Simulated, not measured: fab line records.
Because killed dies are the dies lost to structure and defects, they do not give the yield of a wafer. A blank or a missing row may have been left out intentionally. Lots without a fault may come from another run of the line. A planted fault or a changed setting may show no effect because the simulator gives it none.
fab line records / flow sky130 / part 2 of 2: steps 29 to 37 of 37
[record] lots = 5 wafers = 15 last_day = 50
route steps=708 shown RES_PROTECT@215 POLY_GATE@217 LDD_N@237
lots that met no fault: taken from a fault-free run of the same line
start_h: start of the lot's first displayed wafer, in hours after the record's first day / wait_h: how many hours have passed since the lot's step before this one / " repeats the value in the row above / L1.1+2: one row covering several wafers at once / - no value, or no start was given / * or withheld: withheld / < > ~ a bound
route shown NAME@n: a module of which the file shows steps, and the number in the route of the first / usual: the fault-free wafers' mean and standard deviation / same: alike in all rows / chamber/n: place in a boat / sites: the reading at each site / _std_site: standard deviation across them / _edge_site: outer sites' mean less inner sites' / radius_mm: for every site, how far away it sits from the centre of the wafer / mask NAME#n: copy n / behind: the tool/chamber that last shaped the wafer / hold: what put the lot on hold/how long, in hours/how the hold closed / device: the n, p or np transistor that did not switch / end of line: the same wafers' tests at the end of the route / for a step that has no rows: nothing shown but its recipe / killed: not the wafer's yield, but the dies lost to structure and defects at the first sort / map: shows each die of a wafer: x if killed, . if not, _ if none is there
set.NAME: setting as actually run; set.NAME@STEP: the setting as run at that earlier step / model.NAME: the simulator's own value behind a step, which no gauge read
lots at selected steps of the route; one table per step, one row per wafer
services: when a tool's chamber went out of use (start_h, in hours from the record's first day, below 0 if earlier), for how many hours, and the reason
[[steps]]
[step SKY_LDD_N_DEVELOP_06]
[recipe] develop_time_s = 60 dev_temp_c = 23
[usual] developer_temp_C = 22.99/0.12
[same] develop_time_s = 60
lot.wafer=L079.1 tool=litho_track-01 chamber=0 start_h=449.98 wait_h=0.1 developer_temp_C=23.01
lot.wafer=L079.5 tool=litho_track-01 chamber=0 start_h=449.98 wait_h=0.1 developer_temp_C=23.02
lot.wafer=L079.6 tool=litho_track-01 chamber=0 start_h=449.98 wait_h=0.1 developer_temp_C=23.13
lot.wafer=L084.1 tool=litho_track-01 chamber=0 start_h=489.93 wait_h=0.1 developer_temp_C=23.13
lot.wafer=L084.5 tool=litho_track-01 chamber=0 start_h=489.93 wait_h=0.1 developer_temp_C=22.99
lot.wafer=L084.6 tool=litho_track-01 chamber=0 start_h=489.93 wait_h=0.1 developer_temp_C=22.97
lot.wafer=L086.3 tool=litho_track-03 chamber=0 start_h=512.34 wait_h=0.1 developer_temp_C=23.06
lot.wafer=L086.5 tool=litho_track-03 chamber=0 start_h=512.34 wait_h=0.1 developer_temp_C=23.07
lot.wafer=L086.6 tool=litho_track-03 chamber=0 start_h=512.34 wait_h=0.1 developer_temp_C=23.16
lot.wafer=L096.1 tool=litho_track-04 chamber=0 start_h=592.39 wait_h=0.1 developer_temp_C=22.87
lot.wafer=L096.2 tool=litho_track-04 chamber=0 start_h=592.39 wait_h=0.1 developer_temp_C=22.97
lot.wafer=L096.6 tool=litho_track-04 chamber=0 start_h=592.39 wait_h=0.1 developer_temp_C=22.92
lot.wafer=L097.3 tool=litho_track-01 chamber=0 start_h=603.78 wait_h=0.1 developer_temp_C=22.96
lot.wafer=L097.4 tool=litho_track-01 chamber=0 start_h=603.78 wait_h=0.1 developer_temp_C=23.02
lot.wafer=L097.5 tool=litho_track-01 chamber=0 start_h=603.78 wait_h=0.1 developer_temp_C=22.94
[step SKY_LDD_N_OVL_MEAS_07]
[usual] LDD_N_OVL = -0.2/1.5
lot.wafer=L079.1 tool=overlay-01 chamber=- start_h=450.13 wait_h=0.1 LDD_N_OVL[nm]=-0.1
lot.wafer=L079.5 tool=overlay-01 chamber=- start_h=450.13 wait_h=0.1 LDD_N_OVL[nm]=0.7
lot.wafer=L079.6 tool=overlay-01 chamber=- start_h=450.13 wait_h=0.1 LDD_N_OVL[nm]=2.0
lot.wafer=L084.1 tool=overlay-01 chamber=- start_h=490.08 wait_h=0.1 LDD_N_OVL[nm]=2.7
lot.wafer=L084.5 tool=overlay-01 chamber=- start_h=490.08 wait_h=0.1 LDD_N_OVL[nm]=1.2
lot.wafer=L084.6 tool=overlay-01 chamber=- start_h=490.08 wait_h=0.1 LDD_N_OVL[nm]=0.9
lot.wafer=L086.3 tool=overlay-02 chamber=- start_h=512.46 wait_h=0.1 LDD_N_OVL[nm]=-1.3
lot.wafer=L086.5 tool=overlay-02 chamber=- start_h=512.46 wait_h=0.1 LDD_N_OVL[nm]=-0.6
lot.wafer=L086.6 tool=overlay-02 chamber=- start_h=512.46 wait_h=0.1 LDD_N_OVL[nm]=-0.6
lot.wafer=L096.1 tool=overlay-01 chamber=- start_h=592.54 wait_h=0.1 LDD_N_OVL[nm]=-0.7
lot.wafer=L096.2 tool=overlay-01 chamber=- start_h=592.54 wait_h=0.1 LDD_N_OVL[nm]=-1.6
lot.wafer=L096.6 tool=overlay-01 chamber=- start_h=592.54 wait_h=0.1 LDD_N_OVL[nm]=0.1
lot.wafer=L097.3 tool=overlay-01 chamber=- start_h=603.89 wait_h=0.1 LDD_N_OVL[nm]=0.8
lot.wafer=L097.4 tool=overlay-01 chamber=- start_h=603.89 wait_h=0.1 LDD_N_OVL[nm]=1.7
lot.wafer=L097.5 tool=overlay-01 chamber=- start_h=603.89 wait_h=0.1 LDD_N_OVL[nm]=1.0
[step SKY_LDD_N_IMPLANT_08]
[recipe] species = As energy_kev = 20 dose_cm2 = 7.5e+13 tilt_deg = withheld rotation_deg = 23
[usual] dose_ions_cm2 = 7.5e+13/9e+10
lot.wafer=L079.1 tool=implanter-03 chamber=0 start_h=450.16 wait_h=0.0 dose_ions_cm2=7.49e+13
lot.wafer=L079.5 tool=implanter-03 chamber=0 start_h=450.16 wait_h=0.0 dose_ions_cm2=7.509e+13
lot.wafer=L079.6 tool=implanter-03 chamber=0 start_h=450.16 wait_h=0.0 dose_ions_cm2=7.503e+13
lot.wafer=L084.1 tool=implanter-03 chamber=0 start_h=490.11 wait_h=0.0 dose_ions_cm2=7.512e+13
lot.wafer=L084.5 tool=implanter-03 chamber=0 start_h=490.11 wait_h=0.0 dose_ions_cm2=7.505e+13
lot.wafer=L084.6 tool=implanter-03 chamber=0 start_h=490.11 wait_h=0.0 dose_ions_cm2=7.49e+13
lot.wafer=L086.3 tool=implanter-01 chamber=0 start_h=512.53 wait_h=0.1 dose_ions_cm2=7.508e+13
lot.wafer=L086.5 tool=implanter-01 chamber=0 start_h=512.53 wait_h=0.1 dose_ions_cm2=7.508e+13
lot.wafer=L086.6 tool=implanter-01 chamber=0 start_h=512.53 wait_h=0.1 dose_ions_cm2=7.498e+13
lot.wafer=L096.1 tool=implanter-03 chamber=0 start_h=592.57 wait_h=0.0 dose_ions_cm2=7.494e+13
lot.wafer=L096.2 tool=implanter-03 chamber=0 start_h=592.57 wait_h=0.0 dose_ions_cm2=7.489e+13
lot.wafer=L096.6 tool=implanter-03 chamber=0 start_h=592.57 wait_h=0.0 dose_ions_cm2=7.509e+13
lot.wafer=L097.3 tool=implanter-04 chamber=0 start_h=603.96 wait_h=0.1 dose_ions_cm2=7.493e+13
lot.wafer=L097.4 tool=implanter-04 chamber=0 start_h=603.96 wait_h=0.1 dose_ions_cm2=7.51e+13
lot.wafer=L097.5 tool=implanter-04 chamber=0 start_h=603.96 wait_h=0.1 dose_ions_cm2=7.498e+13
[step SKY_LDD_N_IMPLANT_09]
[recipe] species = As energy_kev = 20 dose_cm2 = 7.5e+13 tilt_deg = withheld rotation_deg = 113
[usual] dose_ions_cm2 = 7.499e+13/8.1e+10
lot.wafer=L079.1 tool=implanter-03 chamber=0 start_h=450.31 wait_h=0.1 dose_ions_cm2=7.489e+13
lot.wafer=L079.5 tool=implanter-03 chamber=0 start_h=450.31 wait_h=0.1 dose_ions_cm2=7.504e+13
lot.wafer=L079.6 tool=implanter-03 chamber=0 start_h=450.31 wait_h=0.1 dose_ions_cm2=7.501e+13
lot.wafer=L084.1 tool=implanter-03 chamber=0 start_h=490.26 wait_h=0.1 dose_ions_cm2=7.493e+13
lot.wafer=L084.5 tool=implanter-03 chamber=0 start_h=490.26 wait_h=0.1 dose_ions_cm2=7.484e+13
lot.wafer=L084.6 tool=implanter-03 chamber=0 start_h=490.26 wait_h=0.1 dose_ions_cm2=7.494e+13
lot.wafer=L086.3 tool=implanter-01 chamber=0 start_h=512.68 wait_h=0.1 dose_ions_cm2=7.48e+13
lot.wafer=L086.5 tool=implanter-01 chamber=0 start_h=512.68 wait_h=0.1 dose_ions_cm2=7.494e+13
lot.wafer=L086.6 tool=implanter-01 chamber=0 start_h=512.68 wait_h=0.1 dose_ions_cm2=7.493e+13
lot.wafer=L096.1 tool=implanter-03 chamber=0 start_h=592.72 wait_h=0.1 dose_ions_cm2=7.499e+13
lot.wafer=L096.2 tool=implanter-03 chamber=0 start_h=592.72 wait_h=0.1 dose_ions_cm2=7.502e+13
lot.wafer=L096.6 tool=implanter-03 chamber=0 start_h=592.72 wait_h=0.1 dose_ions_cm2=7.494e+13
lot.wafer=L097.3 tool=implanter-04 chamber=0 start_h=604.11 wait_h=0.1 dose_ions_cm2=7.515e+13
lot.wafer=L097.4 tool=implanter-04 chamber=0 start_h=604.11 wait_h=0.1 dose_ions_cm2=7.504e+13
lot.wafer=L097.5 tool=implanter-04 chamber=0 start_h=604.11 wait_h=0.1 dose_ions_cm2=7.508e+13
[step SKY_LDD_N_IMPLANT_10]
[recipe] species = As energy_kev = 20 dose_cm2 = 7.5e+13 tilt_deg = withheld rotation_deg = 203
[usual] dose_ions_cm2 = 7.5e+13/8.2e+10
lot.wafer=L079.1 tool=implanter-03 chamber=0 start_h=450.46 wait_h=0.1 dose_ions_cm2=7.494e+13
lot.wafer=L079.5 tool=implanter-03 chamber=0 start_h=450.46 wait_h=0.1 dose_ions_cm2=7.503e+13
lot.wafer=L079.6 tool=implanter-03 chamber=0 start_h=450.46 wait_h=0.1 dose_ions_cm2=7.505e+13
lot.wafer=L084.1 tool=implanter-03 chamber=0 start_h=490.41 wait_h=0.1 dose_ions_cm2=7.503e+13
lot.wafer=L084.5 tool=implanter-03 chamber=0 start_h=490.41 wait_h=0.1 dose_ions_cm2=7.504e+13
lot.wafer=L084.6 tool=implanter-03 chamber=0 start_h=490.41 wait_h=0.1 dose_ions_cm2=7.505e+13
lot.wafer=L086.3 tool=implanter-01 chamber=0 start_h=512.83 wait_h=0.1 dose_ions_cm2=7.493e+13
lot.wafer=L086.5 tool=implanter-01 chamber=0 start_h=512.83 wait_h=0.1 dose_ions_cm2=7.5e+13
lot.wafer=L086.6 tool=implanter-01 chamber=0 start_h=512.83 wait_h=0.1 dose_ions_cm2=7.504e+13
lot.wafer=L096.1 tool=implanter-03 chamber=0 start_h=592.87 wait_h=0.1 dose_ions_cm2=7.499e+13
lot.wafer=L096.2 tool=implanter-03 chamber=0 start_h=592.87 wait_h=0.1 dose_ions_cm2=7.495e+13
lot.wafer=L096.6 tool=implanter-03 chamber=0 start_h=592.87 wait_h=0.1 dose_ions_cm2=7.507e+13
lot.wafer=L097.3 tool=implanter-04 chamber=0 start_h=604.26 wait_h=0.1 dose_ions_cm2=7.504e+13
lot.wafer=L097.4 tool=implanter-04 chamber=0 start_h=604.26 wait_h=0.1 dose_ions_cm2=7.509e+13
lot.wafer=L097.5 tool=implanter-04 chamber=0 start_h=604.26 wait_h=0.1 dose_ions_cm2=7.508e+13
[step SKY_LDD_N_IMPLANT_11]
[recipe] species = As energy_kev = 20 dose_cm2 = 7.5e+13 tilt_deg = withheld rotation_deg = 293
[usual] dose_ions_cm2 = 7.501e+13/7.8e+10
lot.wafer=L079.1 tool=implanter-03 chamber=0 start_h=450.61 wait_h=0.1 dose_ions_cm2=7.492e+13
lot.wafer=L079.5 tool=implanter-03 chamber=0 start_h=450.61 wait_h=0.1 dose_ions_cm2=7.489e+13
lot.wafer=L079.6 tool=implanter-03 chamber=0 start_h=450.61 wait_h=0.1 dose_ions_cm2=7.493e+13
lot.wafer=L084.1 tool=implanter-03 chamber=0 start_h=490.56 wait_h=0.1 dose_ions_cm2=7.506e+13
lot.wafer=L084.5 tool=implanter-03 chamber=0 start_h=490.56 wait_h=0.1 dose_ions_cm2=7.505e+13
lot.wafer=L084.6 tool=implanter-03 chamber=0 start_h=490.56 wait_h=0.1 dose_ions_cm2=7.501e+13
lot.wafer=L086.3 tool=implanter-01 chamber=0 start_h=512.98 wait_h=0.1 dose_ions_cm2=7.504e+13
lot.wafer=L086.5 tool=implanter-01 chamber=0 start_h=512.98 wait_h=0.1 dose_ions_cm2=7.508e+13
lot.wafer=L086.6 tool=implanter-01 chamber=0 start_h=512.98 wait_h=0.1 dose_ions_cm2=7.501e+13
lot.wafer=L096.1 tool=implanter-03 chamber=0 start_h=593.02 wait_h=0.1 dose_ions_cm2=7.5e+13
lot.wafer=L096.2 tool=implanter-03 chamber=0 start_h=593.02 wait_h=0.1 dose_ions_cm2=7.497e+13
lot.wafer=L096.6 tool=implanter-03 chamber=0 start_h=593.02 wait_h=0.1 dose_ions_cm2=7.507e+13
lot.wafer=L097.3 tool=implanter-04 chamber=0 start_h=604.41 wait_h=0.1 dose_ions_cm2=7.503e+13
lot.wafer=L097.4 tool=implanter-04 chamber=0 start_h=604.41 wait_h=0.1 dose_ions_cm2=7.5e+13
lot.wafer=L097.5 tool=implanter-04 chamber=0 start_h=604.41 wait_h=0.1 dose_ions_cm2=7.493e+13
[step SKY_LDD_N_IMPLANT_12]
[recipe] species = BF2 energy_kev = 50 dose_cm2 = 5e+12 tilt_deg = 30 rotation_deg = 0
[usual] dose_ions_cm2 = 5.001e+12/5.6e+09 tilt_deg = 30.002/0.02
lot.wafer=L079.1 tool=implanter-03 chamber=0 start_h=450.76 wait_h=0.1 dose_ions_cm2=5.009e+12 tilt_deg=30.008
lot.wafer=L079.5 tool=implanter-03 chamber=0 start_h=450.76 wait_h=0.1 dose_ions_cm2=5e+12 tilt_deg=29.973
lot.wafer=L079.6 tool=implanter-03 chamber=0 start_h=450.76 wait_h=0.1 dose_ions_cm2=5.006e+12 tilt_deg=29.985
lot.wafer=L084.1 tool=implanter-03 chamber=0 start_h=490.71 wait_h=0.1 dose_ions_cm2=5.012e+12 tilt_deg=29.981
lot.wafer=L084.5 tool=implanter-03 chamber=0 start_h=490.71 wait_h=0.1 dose_ions_cm2=5.007e+12 tilt_deg=29.963
lot.wafer=L084.6 tool=implanter-03 chamber=0 start_h=490.71 wait_h=0.1 dose_ions_cm2=5.011e+12 tilt_deg=30.016
lot.wafer=L086.3 tool=implanter-01 chamber=0 start_h=513.13 wait_h=0.1 dose_ions_cm2=4.989e+12 tilt_deg=29.985
lot.wafer=L086.5 tool=implanter-01 chamber=0 start_h=513.13 wait_h=0.1 dose_ions_cm2=5e+12 tilt_deg=30.037
lot.wafer=L086.6 tool=implanter-01 chamber=0 start_h=513.13 wait_h=0.1 dose_ions_cm2=5.003e+12 tilt_deg=30.001
lot.wafer=L096.1 tool=implanter-03 chamber=0 start_h=593.17 wait_h=0.1 dose_ions_cm2=4.997e+12 tilt_deg=29.989
lot.wafer=L096.2 tool=implanter-03 chamber=0 start_h=593.17 wait_h=0.1 dose_ions_cm2=5e+12 tilt_deg=29.988
lot.wafer=L096.6 tool=implanter-03 chamber=0 start_h=593.17 wait_h=0.1 dose_ions_cm2=4.998e+12 tilt_deg=29.972
lot.wafer=L097.3 tool=implanter-04 chamber=0 start_h=604.56 wait_h=0.1 dose_ions_cm2=5.004e+12 tilt_deg=30.004
lot.wafer=L097.4 tool=implanter-04 chamber=0 start_h=604.56 wait_h=0.1 dose_ions_cm2=5e+12 tilt_deg=29.989
lot.wafer=L097.5 tool=implanter-04 chamber=0 start_h=604.56 wait_h=0.1 dose_ions_cm2=4.995e+12 tilt_deg=29.964
[step SKY_LDD_N_IMPLANT_13]
[recipe] species = BF2 energy_kev = 50 dose_cm2 = 5e+12 tilt_deg = 30 rotation_deg = 90
[usual] dose_ions_cm2 = 5e+12/6.7e+09 tilt_deg = 30.001/0.02
lot.wafer=L079.1 tool=implanter-03 chamber=0 start_h=450.91 wait_h=0.1 dose_ions_cm2=4.995e+12 tilt_deg=30.018
lot.wafer=L079.5 tool=implanter-03 chamber=0 start_h=450.91 wait_h=0.1 dose_ions_cm2=4.989e+12 tilt_deg=30.031
lot.wafer=L079.6 tool=implanter-03 chamber=0 start_h=450.91 wait_h=0.1 dose_ions_cm2=4.995e+12 tilt_deg=30.014
lot.wafer=L084.1 tool=implanter-03 chamber=0 start_h=490.86 wait_h=0.1 dose_ions_cm2=4.99e+12 tilt_deg=29.988
lot.wafer=L084.5 tool=implanter-03 chamber=0 start_h=490.86 wait_h=0.1 dose_ions_cm2=4.987e+12 tilt_deg=30.053
lot.wafer=L084.6 tool=implanter-03 chamber=0 start_h=490.86 wait_h=0.1 dose_ions_cm2=4.997e+12 tilt_deg=30.019
lot.wafer=L086.3 tool=implanter-01 chamber=0 start_h=513.28 wait_h=0.1 dose_ions_cm2=5.005e+12 tilt_deg=29.988
lot.wafer=L086.5 tool=implanter-01 chamber=0 start_h=513.28 wait_h=0.1 dose_ions_cm2=5.007e+12 tilt_deg=30.013
lot.wafer=L086.6 tool=implanter-01 chamber=0 start_h=513.28 wait_h=0.1 dose_ions_cm2=5.004e+12 tilt_deg=30.025
lot.wafer=L096.1 tool=implanter-03 chamber=0 start_h=593.32 wait_h=0.1 dose_ions_cm2=4.992e+12 tilt_deg=30.007
lot.wafer=L096.2 tool=implanter-03 chamber=0 start_h=593.32 wait_h=0.1 dose_ions_cm2=4.999e+12 tilt_deg=30.005
lot.wafer=L096.6 tool=implanter-03 chamber=0 start_h=593.32 wait_h=0.1 dose_ions_cm2=4.996e+12 tilt_deg=29.980
lot.wafer=L097.3 tool=implanter-04 chamber=0 start_h=604.71 wait_h=0.1 dose_ions_cm2=4.984e+12 tilt_deg=29.989
lot.wafer=L097.4 tool=implanter-04 chamber=0 start_h=604.71 wait_h=0.1 dose_ions_cm2=5e+12 tilt_deg=30.011
lot.wafer=L097.5 tool=implanter-04 chamber=0 start_h=604.71 wait_h=0.1 dose_ions_cm2=4.996e+12 tilt_deg=29.993
[step SKY_LDD_N_IMPLANT_14]
[recipe] species = BF2 energy_kev = 50 dose_cm2 = 5e+12 tilt_deg = 30 rotation_deg = 180
[usual] dose_ions_cm2 = 4.999e+12/5.7e+09 tilt_deg = 30.003/0.024
lot.wafer=L079.1 tool=implanter-03 chamber=0 start_h=451.06 wait_h=0.1 dose_ions_cm2=4.994e+12 tilt_deg=30.035
lot.wafer=L079.5 tool=implanter-03 chamber=0 start_h=451.06 wait_h=0.1 dose_ions_cm2=5.005e+12 tilt_deg=30.055
lot.wafer=L079.6 tool=implanter-03 chamber=0 start_h=451.06 wait_h=0.1 dose_ions_cm2=4.994e+12 tilt_deg=30.044
lot.wafer=L084.1 tool=implanter-03 chamber=0 start_h=491.01 wait_h=0.1 dose_ions_cm2=5.003e+12 tilt_deg=30.033
lot.wafer=L084.5 tool=implanter-03 chamber=0 start_h=491.01 wait_h=0.1 dose_ions_cm2=4.995e+12 tilt_deg=30.024
lot.wafer=L084.6 tool=implanter-03 chamber=0 start_h=491.01 wait_h=0.1 dose_ions_cm2=5.011e+12 tilt_deg=30.065
lot.wafer=L086.3 tool=implanter-01 chamber=0 start_h=513.43 wait_h=0.1 dose_ions_cm2=5.002e+12 tilt_deg=29.975
lot.wafer=L086.5 tool=implanter-01 chamber=0 start_h=513.43 wait_h=0.1 dose_ions_cm2=4.995e+12 tilt_deg=29.977
lot.wafer=L086.6 tool=implanter-01 chamber=0 start_h=513.43 wait_h=0.1 dose_ions_cm2=5.002e+12 tilt_deg=29.969
lot.wafer=L096.1 tool=implanter-03 chamber=0 start_h=593.47 wait_h=0.1 dose_ions_cm2=4.994e+12 tilt_deg=30.004
lot.wafer=L096.2 tool=implanter-03 chamber=0 start_h=593.47 wait_h=0.1 dose_ions_cm2=4.991e+12 tilt_deg=29.986
lot.wafer=L096.6 tool=implanter-03 chamber=0 start_h=593.47 wait_h=0.1 dose_ions_cm2=5.005e+12 tilt_deg=29.954
lot.wafer=L097.3 tool=implanter-04 chamber=0 start_h=604.86 wait_h=0.1 dose_ions_cm2=5.002e+12 tilt_deg=29.988
lot.wafer=L097.4 tool=implanter-04 chamber=0 start_h=604.86 wait_h=0.1 dose_ions_cm2=4.992e+12 tilt_deg=29.994
lot.wafer=L097.5 tool=implanter-04 chamber=0 start_h=604.86 wait_h=0.1 dose_ions_cm2=4.99e+12 tilt_deg=30.007
[[services]]
tool=implanter-03 chamber=- start_h=366.78 hours=2.2 kind=repair
tool=krf_scanner-02 chamber=- start_h=368.73 hours=1.0 kind=pm
tool=implanter-04 chamber=- start_h=371.13 hours=4.9 kind=pm
tool=implanter-03 chamber=- start_h=371.45 hours=4.2 kind=pm
tool=rie_diel-04 chamber=- start_h=379.47 hours=0.7 kind=repair
tool=lpcvd-02 chamber=- start_h=380.37 hours=0.7 kind=repair
tool=krf_scanner-02 chamber=- start_h=386.85 hours=0.8 kind=pm
tool=implanter-04 chamber=- start_h=389.16 hours=2.5 kind=repair
tool=implanter-03 chamber=- start_h=392.23 hours=3.2 kind=repair
tool=rie_diel-03 chamber=2 start_h=399.62 hours=12.7 kind=repair
tool=implanter-04 chamber=- start_h=415.41 hours=1.3 kind=repair
tool=furnace-01 chamber=- start_h=422.72 hours=3.4 kind=pm
tool=rie_diel-03 chamber=- start_h=468.70 hours=0.2 kind=repair
tool=implanter-01 chamber=- start_h=479.53 hours=5.8 kind=repair
tool=implanter-04 chamber=- start_h=484.73 hours=9.6 kind=repair
tool=rie_diel-03 chamber=- start_h=505.85 hours=2.8 kind=pm
tool=rie_diel-03 chamber=2 start_h=522.08 hours=5.4 kind=repair
tool=implanter-01 chamber=- start_h=524.27 hours=4.0 kind=pm
tool=rie_diel-03 chamber=1 start_h=528.15 hours=10.1 kind=repair
tool=rie_diel-03 chamber=3 start_h=533.69 hours=4.0 kind=repair
tool=implanter-01 chamber=- start_h=551.87 hours=19.2 kind=repair
tool=implanter-01 chamber=- start_h=557.26 hours=2.1 kind=repair
tool=implanter-03 chamber=- start_h=559.31 hours=5.7 kind=repair
tool=rie_diel-03 chamber=3 start_h=562.19 hours=10.0 kind=repair
